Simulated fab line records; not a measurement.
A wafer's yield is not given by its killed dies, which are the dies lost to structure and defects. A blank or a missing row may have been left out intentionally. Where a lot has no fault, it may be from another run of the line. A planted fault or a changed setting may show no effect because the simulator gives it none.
2 desks looking at one fault || flow sky130 || only its own numbers are on each desk; what lay behind them is given at the end

DESK OF THE TOOL OWNER: pecvd-04
The tool's own readings at SKY_PASSIVATION_CVD_02 (deposits Si3N4, target thk 540 nm): means of the sampled wafers that have a number, for each lot that ran on this tool. Marked OUT: a lot whose mean sits more than 4 standard deviations from the usual mean, which makes it out of limits; the brackets give that distance.
Columns: A = heater power w at SKY_PASSIVATION_CVD_02, usual 736 W; B = rf fwd power W at SKY_PASSIVATION_CVD_02, usual 449.3 W
{"lot": "L769", "first seen here": "day 44 03:04", "A": 746, "B": 450.1}
{"lot": "L778", "first seen here": "day 46 21:55", "A": 795, "B": 448.5}
{"lot": "L779", "first seen here": "day 47 03:05", "A": 690, "B": "629.8 (+99 or more) OUT"}
{"lot": "L780", "first seen here": "day 47 15:53", "A": 748, "B": "629.9 (+99 or more) OUT"}
This desk's verdict: out of limits on L779, L780, starting with L779 at day 47 03:05 (rf fwd power W at SKY_PASSIVATION_CVD_02). In limits: L769, L778.

METROLOGY DESK
What the gauges read, lot by lot, whatever tool the lot ran on: means of the sampled wafers that have a number. Marked OUT: a lot whose mean sits more than 4 standard deviations from the usual mean, which makes it out of limits; the brackets give that distance.
Columns: A = PASSIVATION_CVD_02_THK at SKY_PASSIVATION_THK_MEAS_03, usual 541 nm
{"lot": "L767", "first seen here": "day 43 18:48", "A": 535}
{"lot": "L768", "first seen here": "day 44 02:17", "A": 541}
{"lot": "L769", "first seen here": "day 44 03:17", "A": 535}
{"lot": "L771", "first seen here": "day 45 00:28", "A": 539}
{"lot": "L774", "first seen here": "day 45 21:01", "A": 541}
{"lot": "L778", "first seen here": "day 46 22:08", "A": 541}
{"lot": "L779", "first seen here": "day 47 03:25", "A": "594 (+8.1) OUT"}
{"lot": "L780", "first seen here": "day 47 16:01", "A": "602 (+9.2) OUT"}
{"lot": "L785", "first seen here": "day 48 10:17", "A": 539}
{"lot": "L787", "first seen here": "day 48 19:28", "A": 538}
{"lot": "L788", "first seen here": "day 49 01:32", "A": 544}
This desk's result: L779, L780 out of limits, first on L779 (PASSIVATION_CVD_02_THK at SKY_PASSIVATION_THK_MEAS_03), day 47 03:25. In limits: L767, L768, L769, L771, L774, L778, L785, L787, L788.

ALL TOGETHER
At day 47 03:05, on L779, L780, the tool owner's desk was in a position to raise an alarm.
An alarm was possible from the metrology desk at day 47 03:25, on L779, L780.
The lots listed all ran SKY_PASSIVATION_CVD_02 on pecvd-04.

WHAT THE SIMULATOR PUT IN
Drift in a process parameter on pecvd-04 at SKY_PASSIVATION_CVD_02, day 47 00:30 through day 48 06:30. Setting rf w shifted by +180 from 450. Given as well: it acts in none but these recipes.
Shown lots that were struck: L779, L780.
Fault start to first reading out of limits, in hours, per desk: tool owner, 3; metrology, 3.
